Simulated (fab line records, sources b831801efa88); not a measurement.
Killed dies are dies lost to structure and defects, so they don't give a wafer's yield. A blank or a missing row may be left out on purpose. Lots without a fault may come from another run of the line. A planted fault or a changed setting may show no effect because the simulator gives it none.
A struck lot beside a sound one | flow sky130 | 26 steps out of a route of 708
Sound: wafers L668.1, L668.3, L668.6. Struck: wafers L670.3, L670.4. (L670.5 of the same lot was not struck and is left out.) The cause comes at the end.
At each step with rows: each side's tool, then ch and its chambers, then its first start. Under that, the readings that differ: sound wafers | struck wafers | difference of the means | sigmas: that difference in standard deviations of wafers without a fault.
alike: readings whose means differ by less than 2 such deviations, and words and numbers that are the same on both sides. not compared: withheld readings, readings that some wafer has no value for, bounds like >300 that may hide the same value, and numbers for which the record gives no deviation and whose values overlap.
The two part at a step that has a row with sigmas, a row that says differs or no value, or rows on one side only. Numbers that don't overlap but have no deviation are shown without sigmas and don't part them. A reading that every wafer of one side lacks parts them only if that side has two wafers or more.

first, 8 steps without rows for these wafers: SKY_FIELD_ISO_DEHYDRATE_05 (time 60 s); SKY_FIELD_ISO_HMDS_06 (prime time 60 s); SKY_FIELD_ISO_COAT_07 (resist thk 60 nm); SKY_FIELD_ISO_COAT_08 (resist thk 450 nm); SKY_FIELD_ISO_SOFTBAKE_09 (time 90 s); SKY_FIELD_ISO_EXPOSE_10 (exposes mask FOM, target cd 150 nm); SKY_FIELD_ISO_PEB_11; SKY_FIELD_ISO_DEVELOP_12 (develop time 60 s).
SKY_FIELD_ISO_CD_MEAS_13: target cd 150 nm.
  sound on cd_sem-02, day 3 06:35; struck on cd_sem-01, day 3 16:56
  alike: cd_nm
SKY_FIELD_ISO_ETCH_14: etches BARC in N2/H2, stops on SiO2, time 45.9 s, target depth 60 nm.
  sound on rie_diel-01 ch 0,2,3, day 3 06:43; struck on rie_diel-01 ch 1,3, day 3 17:01
  alike: drypump_motor_current_A, oes_product_au, throttle_valve_pct
  not compared: rf_hours_counter_h
SKY_FIELD_ISO_ETCH_15: etches the open film in CHF3/O2, stops on Si, target depth 180 nm, time 72 s.
  sound on rie_diel-01 ch 0,2,3, day 3 06:45; struck on rie_diel-01 ch 1,3, day 3 17:04
  alike: chf3_flow_sccm, drypump_motor_current_A, oes_product_au, throttle_valve_pct
  not compared: rf_hours_counter_h
SKY_FIELD_ISO_STRIP_16: strips in O2/N2.
  sound on plasma_asher-04 ch 0, day 3 06:49; struck on plasma_asher-01 ch 0,1, day 3 17:10
  alike: drypump_motor_current_A, oes_product_au, strip_time_to_endpoint_s
  not compared: rf_hours_counter_h
SKY_FIELD_ISO_ETCH_17: etches Si in HBr/Cl2/O2, target depth 342 nm, time 97.7 s.
  sound on rie_si-01 ch 1,2,3, day 3 06:55; struck on rie_si-01 ch 0,1, day 3 17:13
  reading                                     | sound                | struck        | difference | sigmas
  oes_product_au (a.u.)                       | 1.010 1.001 1.002    | 1.315 1.315   | +0.311     | +46
  throttle_valve_pct (%)                      | 25.653 25.646 25.675 | 25.438 25.443 | -0.218     | -24
  model.FIELD_ISO.feature_depth_nm (nm)       | 345.1 346.5 341.5    | 506.9 507.7   | +162.9     |
  model.etch.depth_nm (nm)                    | 345.1 346.5 341.5    | 506.9 507.7   | +162.9     |
  model.Si3N4_of_FIELD_ISO_CVD_03.thk_nm (nm) | 150.5 149.8 150.6    | 145.8 145.7   | -4.6       |
  alike: drypump_motor_current_A, he_backside_leak_sccm
  not compared: rf_hours_counter_h
then, 5 steps without rows for these wafers: SKY_FIELD_ISO_WET_ETCH_18 (etches Si3N4 in H3PO4, target depth 25 nm, time 286 s); SKY_FIELD_ISO_CLEAN_19 (cleans in SC1/SC2, time 150 s); SKY_FIELD_ISO_CLEAN_20 (cleans in dHF, time 20 s); SKY_FIELD_ISO_WET_ETCH_21 (etches SiO2 in dHF, target depth 20 nm, time 400 s); SKY_FIELD_ISO_OXIDATION_22 (stabilise 600 s, purge 300 s, target thk 10 nm).
SKY_FIELD_ISO_THK_MEAS_23:
  sound on film_metro-04, day 3 09:07; struck on film_metro-02, day 3 19:54
  reading                         | sound             | struck    | difference | sigmas
  FIELD_ISO_OXIDATION_01_THK (nm) | 10.19 10.20 10.19 | 9.55 9.47 | -0.68      | -3
then, 1 step without rows for these wafers: SKY_FIELD_ISO_CVD_24 (deposits SiO2, target thk 595 nm, time 99.2 s).
SKY_FIELD_ISO_THK_MEAS_25:
  sound on film_metro-01, day 3 09:15; struck on film_metro-04, day 3 20:02
  alike: FIELD_ISO_CVD_24_THK
then, 1 step without rows for these wafers: SKY_FIELD_ISO_ANNEAL_26 (time 1800 s).
SKY_FIELD_ISO_CMP_27: polishes, stops on Si3N4, t overpolish 16 s, target thk 457.8 nm.
  sound on cmp-02 ch 0,2,3, day 3 11:32; struck on cmp-02 ch 0,3, day 3 21:55
  reading                | sound       | struck  | difference | sigmas
  time_to_endpoint_s (s) | 108 107 111 | 116 115 | +7         | +2
  alike: motor_current_A, overpolish_run_s
SKY_FIELD_ISO_WET_ETCH_28: etches SiO2 in dHF, target depth 23.7 nm, time 47 s.
  sound on wet_bench-03 ch 3, day 3 11:47; struck on wet_bench-02 ch 0, day 3 22:07
  reading                                     | sound             | struck      | difference | sigmas
  model.Si3N4_of_FIELD_ISO_CVD_03.thk_nm (nm) | 119.9 119.1 120.1 | 114.3 114.3 | -5.4       |
then, 2 steps without rows for these wafers: SKY_FIELD_ISO_WET_ETCH_29 (etches Si3N4 in H3PO4, target depth 160 nm, time 1825 s); SKY_PAD_OPEN_PROBE_99.

WHERE THEY PART
First at SKY_FIELD_ISO_ETCH_17; last, within this record, at SKY_FIELD_ISO_CMP_27.

WHY: what the simulator had put in
Process parameter drift: rie_si-01, from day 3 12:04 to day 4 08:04, at SKY_FIELD_ISO_ETCH_17. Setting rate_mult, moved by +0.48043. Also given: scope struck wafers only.
